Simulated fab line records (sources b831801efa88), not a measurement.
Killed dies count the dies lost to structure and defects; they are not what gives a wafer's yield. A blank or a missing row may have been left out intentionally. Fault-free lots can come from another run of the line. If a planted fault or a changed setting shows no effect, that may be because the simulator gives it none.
A single fault, viewed from 2 desks + flow gf180mcu + each desk has only its own numbers; what lay behind them comes last

TOOL OWNER'S DESK, rie metal-04
The tool's own readings at GF_M4_METAL_ETCH_16 (etches the open film in Cl2/BCl3, stops on SiO2, target depth 750.8 nm, time 125.1 s): means of the sampled wafers that have a number, for each lot that ran on this tool. If a lot's mean is further than 4 standard deviations from the usual mean, the lot is out of limits and carries the mark OUT (the distance appears in the brackets).
Columns: A = chamber pressure mTorr at GF_M4_METAL_ETCH_16, usual 7.999 mTorr; B = drypump motor current A at GF_M4_METAL_ETCH_16, usual 5.9 A; C = oes product au at GF_M4_METAL_ETCH_16, usual 0.991 a.u.; D = throttle valve pct at GF_M4_METAL_ETCH_16, usual 28.229 %
| lot  | first seen here | A     | B   | C               | D                 |
|------|-----------------|-------|-----|-----------------|-------------------|
| L755 | day 24 03:16    | 7.999 | 6.1 | 0.990           | 28.229            |
| L758 | day 25 07:31    | 8.001 | 6.1 | 0.993           | 28.228            |
| L760 | day 25 18:31    | 7.996 | 6.1 | 0.992           | 28.234            |
| L762 | day 26 14:30    | 8.005 | 5.5 | 0.993           | 28.221            |
| L765 | day 27 16:31    | 7.996 | 5.8 | 0.990           | 28.225            |
| L769 | day 28 13:34    | 7.994 | 6.0 | 0.865 (-25) OUT | 28.369 (+14) OUT  |
| L770 | day 28 18:22    | 8.004 | 5.8 | 0.933 (-11) OUT | 28.299 (+7.1) OUT |
This desk's finding: out of limits on L769, L770; first on L769, day 28 13:34 (oes product au at GF_M4_METAL_ETCH_16). L755, L758, L760, L762, L765 stayed within limits.

FROM THE METROLOGY DESK
Means of the sampled wafers that have a number, per lot and without regard to the tool the lot ran on: this is what the gauges read. If a lot's mean is further than 4 standard deviations from the usual mean, the lot is out of limits and carries the mark OUT (the distance appears in the brackets).
Columns: A = M4_ALCU_THK at GF_M4_THK_MEAS_06, usual 448 nm; B = V4_OVL at GF_V4_OVL_MEAS_15, usual 1 nm
| lot  | first seen here | A   | B  |
|------|-----------------|-----|----|
| L753 | day 22 09:50    | 442 | 6  |
| L755 | day 23 04:45    | 453 | 0  |
| L757 | day 24 01:16    | 451 | 7  |
| L758 | day 24 08:53    | 450 | -1 |
| L759 | day 24 12:38    | 456 | 2  |
| L760 | day 24 21:22    | 454 | -5 |
| L761 | day 25 17:15    | 449 | -3 |
| L762 | day 25 17:57    | 443 | -1 |
| L765 | day 26 20:16    | 443 | 3  |
| L769 | day 27 18:02    | 443 | 8  |
| L770 | day 27 23:17    | 446 | 1  |
| L773 | day 29 01:19    | 450 | 2  |
| L775 | day 29 11:04    | 444 | -0 |
| L776 | day 29 19:05    | 443 | 2  |
This desk's verdict: no lot among the 14 shows anything out of limits.

TAKEN TOGETHER
An alarm could have come from the tool owner's desk at day 28 13:34, on L769, L770.
The metrology desk saw nothing out of limits.
The metrology desk has L769, L770 on record, within its limits.
The lots listed all ran GF_M4_METAL_ETCH_16 on rie metal-04.

WHAT WAS PUT IN BY THE SIMULATOR
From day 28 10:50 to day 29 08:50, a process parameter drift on rie metal-04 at GF_M4_METAL_ETCH_16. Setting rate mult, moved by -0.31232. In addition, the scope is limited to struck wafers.
Struck lots among those shown: L769, L770.
Each desk's first reading out of limits, in hours after the fault started: the tool owner's desk, 3.
